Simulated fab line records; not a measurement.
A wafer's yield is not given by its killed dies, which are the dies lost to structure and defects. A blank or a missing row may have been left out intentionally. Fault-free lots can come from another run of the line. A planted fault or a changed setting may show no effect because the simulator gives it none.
Code-filled problem report in 8D (eight disciplines) form ; flow sfq_line ; the parts of the form that need people (team, actions taken, sign-off) are left out

== 1. WHAT IS WRONG ==
A mean of 245 s is read at SFQ_TRILAYER_I1_CMP_CMP_046 for time_to_endpoint_s, taken on 1 wafer of 1 lot, against 212 s (standard deviation 6.9) on wafers free of any fault. That is +4.8 standard deviations from the usual mean.
The step: polishes SiO2.
The first sign was on wafer L419.1 at day 26 22:56, on cmp-01. Wafers with a number at this step in the record: 39, from 13 lots. By rule, "out" or "out of limits" means more than 4 standard deviations away from the usual mean. All remaining wafers that have a number are taken as sound.

== 2. WHAT IT IS, AND WHAT IT ISN'T ==
question;is;is not
which readings at this step;time_to_endpoint_s;edge_zone_pressure_frac, motor_current_A, slurry_flow_ml_min
which lots;L419;L408, L409, L410, L411, L412, L413, L416, L421, L424, L426, L430, L431
which wafers of those lots;L419.1;L419.3, L419.6
read on which tools;cmp-01;cmp-02
when;from day 26 22:56;"up to then (22 sound wafers); but 16 sound wafers of L419, L421, L424, L426, L430, L431 came after"

== 3. WHAT RULES OUT EACH SUSPECT ==
Counting: a tool at a process step up to the reading stays a suspect if it ran every lot that is out. Sound lots after the first of them don't rule it out here, since some wafers of a struck lot are sound.
- rie_metal-02 at SFQ_TRILAYER_L0_VIA_STRIP_STRIP_017 (strips in O2): kept. It ran the lot that is out, L419 (day 10 20:48).
- pvd_sputter-03 at SFQ_TRILAYER_M0_DEP_SPUTTER_019 (material Nb, target thk 200 nm, time 133.3 s): kept. L419, the lot that is out, went through it at day 10 22:12; up to then, the latest sound lot through it was L411 at day 7 08:04.
- cmp-01 at SFQ_TRILAYER_I1_CMP_CMP_046 (polishes SiO2): kept. L419, the lot that is out, went through it at day 26 21:56; up to then, the latest sound lot through it was L416 at day 25 03:55. Out on those wafers are its own readings of time_to_endpoint_s.
- Within cmp-01 at SFQ_TRILAYER_I1_CMP_CMP_046: the wafers that are out ran in chamber 1; their sound lot-mates ran in chambers 0, 3.
Left after counting: rie_metal-02 at SFQ_TRILAYER_L0_VIA_STRIP_STRIP_017, pvd_sputter-03 at SFQ_TRILAYER_M0_DEP_SPUTTER_019, cmp-01 at SFQ_TRILAYER_I1_CMP_CMP_046.

== 4. THE CAUSE (what the simulator had put in) ==
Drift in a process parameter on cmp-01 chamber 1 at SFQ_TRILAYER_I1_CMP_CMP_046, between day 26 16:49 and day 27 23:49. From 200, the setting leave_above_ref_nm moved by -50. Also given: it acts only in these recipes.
Counting left 3 suspects, and this tool is among them.

== 5. THE EFFECT CHAIN, in route order ==
Each row: a reading whose mean over the struck wafers that have a number lies more than 3 standard deviations from the usual. Only readings whose record carries a usual standard deviation are examined. hours: median over the lots of the time between each lot's start at the first step of this table that gives one and its start at this step. sigmas: the change, counted in usual standard deviations.
hours;step;reading;usual;on struck wafers;change;sigmas
0;SFQ_TRILAYER_I1_CMP_CMP_046;time_to_endpoint_s;212 s;245;+33;+4.8
2;SFQ_TRILAYER_I1_METRO_MEASURE_047;thk_nm;199.6 nm;148.6;-51.0;-52
158;SFQ_TRILAYER_I1_VIA_ETCH_VIA_ETCH_052;oes_product_au;0.853 a.u.;0.736;-0.117;-24
Here are the process steps it includes:
- SFQ_TRILAYER_I1_CMP_CMP_046: polishes SiO2.
- SFQ_TRILAYER_I1_METRO_MEASURE_047
- SFQ_TRILAYER_I1_VIA_ETCH_VIA_ETCH_052: etches SiO2 in CHF3, stops on Nb, target depth 260 nm.

== 6. HOW IT WOULD HAVE BEEN CAUGHT EARLIER ==
The fault began at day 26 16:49; the first out-of-limits reading in this record came at day 26 22:56, 6 hours later.
